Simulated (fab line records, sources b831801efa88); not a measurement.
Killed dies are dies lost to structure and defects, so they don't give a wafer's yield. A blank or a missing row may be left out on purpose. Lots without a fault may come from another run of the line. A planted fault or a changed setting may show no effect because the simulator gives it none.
One fault seen from 2 desks | flow gf180mcu | each desk has only its own numbers; what lay behind them comes last

THE TOOL OWNER'S DESK: implanter-02
The tool's own readings at GF_MVPSD_IMPLANT_09: means of the sampled wafers that have a number, for each lot that ran on this tool. A lot is out of limits, marked OUT, if its mean lies more than 4 standard deviations from the usual mean; the brackets give that distance.
Columns: A = beam_on_s at GF_MVPSD_IMPLANT_09, usual 10.01 s; B = dose_ions_cm2 at GF_MVPSD_IMPLANT_09, usual 5.002e+12; C = faraday_current_uA at GF_MVPSD_IMPLANT_09, usual 28.2
lot  | first seen here | A     | B                           | C
L524 | day 4 23:59     | 9.94  | 5.007e+12                   | 28.3
L527 | day 5 19:18     | 9.98  | 4.998e+12                   | 28.4
L528 | day 6 01:00     | 9.97  | 4.998e+12                   | 28.4
L532 | day 7 00:01     | 10.06 | 5.003e+12                   | 28.0
L534 | day 7 13:46     | 9.96  | 5.000e+12                   | 28.3
L535 | day 7 17:56     | 10.01 | 5.507e+13 (+99 or more) OUT | 310.5 (+99 or more) OUT
L538 | day 8 11:32     | 10.04 | 5.507e+13 (+99 or more) OUT | 309.1 (+99 or more) OUT
This desk's finding: out of limits on L535, L538; first on L535, day 7 17:56 (dose_ions_cm2 at GF_MVPSD_IMPLANT_09). In limits: L524, L527, L528, L532, L534.

THE METROLOGY DESK
What the gauges read, lot by lot, whatever tool the lot ran on: means of the sampled wafers that have a number. A lot is out of limits, marked OUT, if its mean lies more than 4 standard deviations from the usual mean; the brackets give that distance.
Columns: A = LVPWELL_OVL at GF_LVPWELL_OVL_MEAS_07, usual 0.6 nm; B = MVPSD_TW at GF_MVPSD_TW_MEAS_11, usual 557; C = MVPSD_RS at GF_VT_IMPLANT_RS_MEAS_49, usual 1167.6 ohm/sq
lot  | first seen here | A    | B             | C
L524 | day 3 20:26     | 2.0  | 556           | 1166.4
L527 | day 4 13:53     | 2.1  | 555           | 1164.1
L528 | day 4 19:32     | -1.8 | 558           | 1166.8
L529 | day 5 00:44     | 0.3  | 560           | 1168.7
L531 | day 5 12:20     | 0.2  | 558           | 1164.9
L532 | day 5 17:38     | 2.4  | 552           | 1168.5
L534 | day 6 06:08     | -1.1 | 552           | 1166.8
L535 | day 6 10:03     | -0.5 | 758 (+54) OUT | 587.9 (-99 or more) OUT
L536 | day 6 16:26     | 0.5  | 560           | 1169.7
L537 | day 6 20:29     | 1.1  | 563           | 1165.4
L538 | day 7 02:15     | -1.5 | 760 (+55) OUT | 586.6 (-99 or more) OUT
L547 | day 9 10:44     | -1.7 | 554           | 1171.3
This desk's finding: out of limits on L535, L538; first on L535, day 7 18:11 (MVPSD_TW at GF_MVPSD_TW_MEAS_11). In limits: L524, L527, L528, L529, L531, L532, L534, L536, L537, L547.

PUT TOGETHER
The tool owner's desk could have raised an alarm at day 7 17:56, on L535, L538.
The metrology desk could have raised an alarm at day 7 18:11, on L535, L538.
Of the lots named, all ran GF_MVPSD_IMPLANT_09 on implanter-02.

WHAT THE SIMULATOR HAD PUT IN
Process parameter drift: implanter-02, from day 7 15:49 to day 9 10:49, at GF_MVPSD_IMPLANT_09. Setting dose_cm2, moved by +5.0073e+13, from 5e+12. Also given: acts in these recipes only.
Lots struck among those shown: L535, L538.
Hours from the fault's start to each desk's first reading out of limits: the tool owner's desk, 2; the metrology desk, 2.
